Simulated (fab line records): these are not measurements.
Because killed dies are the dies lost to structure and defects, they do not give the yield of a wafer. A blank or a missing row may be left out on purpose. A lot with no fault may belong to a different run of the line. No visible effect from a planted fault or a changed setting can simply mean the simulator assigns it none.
Chamber matching	flow sky130	cmp-02 running SKY_CONTACT_CMP_04: 4 sister chambers
The step polishes SiO2. 8 wafers are shown with their chamber, then 12 later ones without.

WAFERS WITH THEIR CHAMBER
wafer	chamber	motorCurrentA (A)	timeToEndpointS (s)
L089.2	3	11.8	84
L089.5	3	11.4	80
L090.4	2	12.6	77
L091.4	0	10.4	78
L091.6	1	12.0	81
L093.1	2	12.1	82
L093.2	1	11.3	80
L093.3	0	10.4	79

WAFERS WHOSE CHAMBER IS MISSING
wafer	motorCurrentA (A)	timeToEndpointS (s)
L093.4	11.1	85
L093.5	12.7	83
L093.6	11.4	80
L094.2	12.3	84
L094.4	11.5	82
L094.6	11.2	79
L097.1	11.5	81
L097.2	10.4	78
L097.6	12.6	81
L097.3	12.2	77
L097.4	12.9	84
L097.5	11.3	80

CHAMBER TAKEN BY EACH
wafer	from the rows above	in truth
L093.4	can't be placed: 3 or 1 or 0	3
L093.5	can't be placed: 2 or 3 or 1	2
L093.6	can't be placed: 1 or 3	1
L094.2	can't be placed: 2 or 3 or 1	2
L094.4	can't be placed: 3 or 1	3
L094.6	can't be placed: 1 or 3 or 0 or 2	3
L097.1	can't be placed: 1 or 3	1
L097.2	0	0
L097.6	can't be placed: 2 or 1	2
L097.3	can't be placed: 2 or 1 or 3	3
L097.4	can't be placed: 2 or 3 or 1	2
L097.5	can't be placed: 1 or 3 or 0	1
Placed correctly: 1 of 12. Can't be placed from these rows: 11 (the true chamber is among the candidates in 11). 0 placed wrongly.
How it was worked out, from the rows above alone: a wafer's distance from a chamber is the root of the sum, over the readings, of the square of ((its reading less the chamber's mean) divided by the reading's scatter). If the next closest chamber is less than 2 further off than the closest, the wafer can't be placed; otherwise it belongs to the closest. Each chamber's mean is taken over the wafers shown for it. The scatter: take each reading less its chamber's mean, square it, sum over the shown wafers, divide by the number of wafers less the number of chambers, and take the root.
